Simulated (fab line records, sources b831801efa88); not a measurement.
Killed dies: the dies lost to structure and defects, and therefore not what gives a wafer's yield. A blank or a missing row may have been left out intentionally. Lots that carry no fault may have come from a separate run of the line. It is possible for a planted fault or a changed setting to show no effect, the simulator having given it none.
Comparing a struck lot with a sound one || flow sky130 || 25 steps out of a route of 708
Sound: the wafers L277.3, L277.4, L277.6. The struck wafers were L276.2, L276.3, L276.4. The cause comes at the end.
Order at every step that has rows: each side's tool, ch and its chambers, its first start. Under that, the readings that differ: sound wafers || struck wafers || difference of the means || sigmas: that difference in standard deviations of wafers without a fault.
alike: a reading whose means differ by less than 2 such deviations, as well as words and numbers matching on both sides. not compared: withheld readings; readings where some wafer has no value; bounds like >300 that might hide an equal value; numbers whose values overlap and for which the record gives no deviation.
A row with sigmas, a row that says differs or no value, or rows on one side alone: a step with any of these is where the two part. When numbers do not overlap yet have no deviation, they are printed without sigmas and do not part them. Lack of a reading on every wafer of one side parts them only where that side has two or more wafers.

SKY_VIA3_SPUTTER_20: material TiN, target thk 20 nm, time 80 s.
  sound on pvd-sputter-03 at day 45 14:05; struck on pvd-sputter-01 at day 45 10:20
  alike: cathode-dc-power-W, chamber-pressure-pa, throttle-valve-pct
then, 1 step without rows for these wafers: SKY_VIA3_CVD_21 (deposits W, target thk 390 nm, time 117.31 s).
SKY_VIA3_RS_MEAS_22: uses a four-point probe to measure.
  sound on film-metro-03 at day 45 14:19; struck on film-metro-04 at day 45 10:32
  alike: VIA3_W_RS
SKY_VIA3_THK_MEAS_23: measures by xrf.
  sound on film-metro-03 at day 45 14:25; struck on film-metro-04 at day 45 10:38
  alike: VIA3_W_THK
then, 4 steps without rows for these wafers: SKY_VIA3_CMP_24 (polishes, stops on SiO2, t overpolish 20 s, target thk 0 nm); SKY_METAL4_SPUTTER_00 (material Ti, target thk 15 nm, time 10 s); SKY_METAL4_SPUTTER_01 (material TiN, target thk 20 nm, time 16.7 s); SKY_METAL4_SPUTTER_02 (material AlCu, target thk 735 nm, time 39.1 s).
SKY_METAL4_SPUTTER_03: material Ti, target thk 5 nm, time 3.3 s.
  sound on pvd-sputter-03 at day 45 14:51; struck on pvd-sputter-03 at day 45 11:05
  alike: cathode-dc-power-W, chamber-pressure-pa, throttle-valve-pct
SKY_METAL4_SPUTTER_04: material TiN, target thk 70 nm, time 58.3 s.
  sound on pvd-sputter-03 at day 45 14:52; struck on pvd-sputter-03 at day 45 11:06
  alike: cathode-dc-power-W, chamber-pressure-pa, throttle-valve-pct
SKY_CAP2M_CVD_00: deposits SiO2, target thk 15.5 nm.
  sound on pecvd-03 ch 1,2, day 45 14:55; struck on pecvd-04 ch 0,1, day 45 11:09
  alike: heater-power-w
SKY_CAP2M_THK_MEAS_01:
  sound on film-metro-01 at day 45 14:57; struck on film-metro-01 at day 45 11:11
  alike: CAP2M_CVD_00_THK
SKY_CAP2M_SPUTTER_02: material TiN, target thk 200 nm, time 166.7 s.
  sound on pvd-sputter-02 at day 45 14:59; struck on pvd-sputter-02 at day 45 11:14
  no value came back on the struck wafers for cathode-dc-power-W (W), chamber-pressure-pa (Pa), substrate-temp-c (C), throttle-valve-pct (%); on the sound wafers cathode-dc-power-W (W) reads 6498.3 6501.9 6497.9
SKY_CAP2M_RS_MEAS_03: uses a four-point probe to measure.
  sound on film-metro-02 at day 45 15:08; struck on film-metro-03 at day 45 11:22
{"reading": "CAP2M_TIN_RS (ohm/sq)", "sound": "6.89 6.85 6.83", "struck": "- - -", "difference": "no value on the struck wafers", "sigmas": ""}
SKY_CAP2M_THK_MEAS_04: measures by xrf.
  sound on film-metro-02 at day 45 15:14; struck on film-metro-03 at day 45 11:28
{"reading": "CAP2M_TIN_THK (nm)", "sound": "198.8 200.3 200.5", "struck": "<0.0 <0.0 <0.0", "difference": "differs", "sigmas": ""}
then, 7 steps without rows for these wafers: SKY_CAP2M_DEHYDRATE_05 (time 60 s); SKY_CAP2M_HMDS_06 (prime time 60 s); SKY_CAP2M_COAT_07 (resist thk 1140 nm); SKY_CAP2M_SOFTBAKE_08 (time 60 s); SKY_CAP2M_EXPOSE_09 (exposes mask CAP2M, target cd 1000 nm); SKY_CAP2M_PEB_10; SKY_CAP2M_DEVELOP_11 (develop time 60 s).
SKY_CAP2M_OVL_MEAS_12:
  sound on overlay-02 at day 46 11:20; struck on overlay-01 at day 46 08:35
  alike: CAP2M_OVL
SKY_CAP2M_METAL_ETCH_13: etches TiN in Cl2/BCl3, stops on SiO2, target depth 220 nm, time 62.9 s.
  sound on rie-metal-03 ch 0,1, day 46 11:23; struck on rie-metal-01 ch 0,1, day 46 08:37
{"reading": "oes-product-au (a.u.)", "sound": "0.947 0.943 0.947", "struck": "0.372 0.379 0.378", "difference": -0.569, "sigmas": -76}
{"reading": "throttle-valve-pct (%)", "sound": "21.891 21.880 21.890", "struck": "22.264 22.277 22.274", "difference": "+0.385", "sigmas": "+40"}
  alike: drypump-motor-current-A
  not compared: rf-hours-counter-h
SKY_CAP2M_STRIP_14: strips in O2/N2.
  sound on plasma-asher-02 ch 0,1, day 46 11:28; struck on plasma-asher-01 ch 0,1, day 46 08:41
  alike: drypump-motor-current-A, oes-product-au, strip-time-to-endpoint-s
  not compared: rf-hours-counter-h

== WHERE THEY PART ==
Earliest at SKY_CAP2M_SPUTTER_02; latest, in this record, at SKY_CAP2M_METAL_ETCH_13. Later steps at which nothing parts them and some readings are alike: SKY_CAP2M_STRIP_14.

WHY: whatever the simulator had introduced
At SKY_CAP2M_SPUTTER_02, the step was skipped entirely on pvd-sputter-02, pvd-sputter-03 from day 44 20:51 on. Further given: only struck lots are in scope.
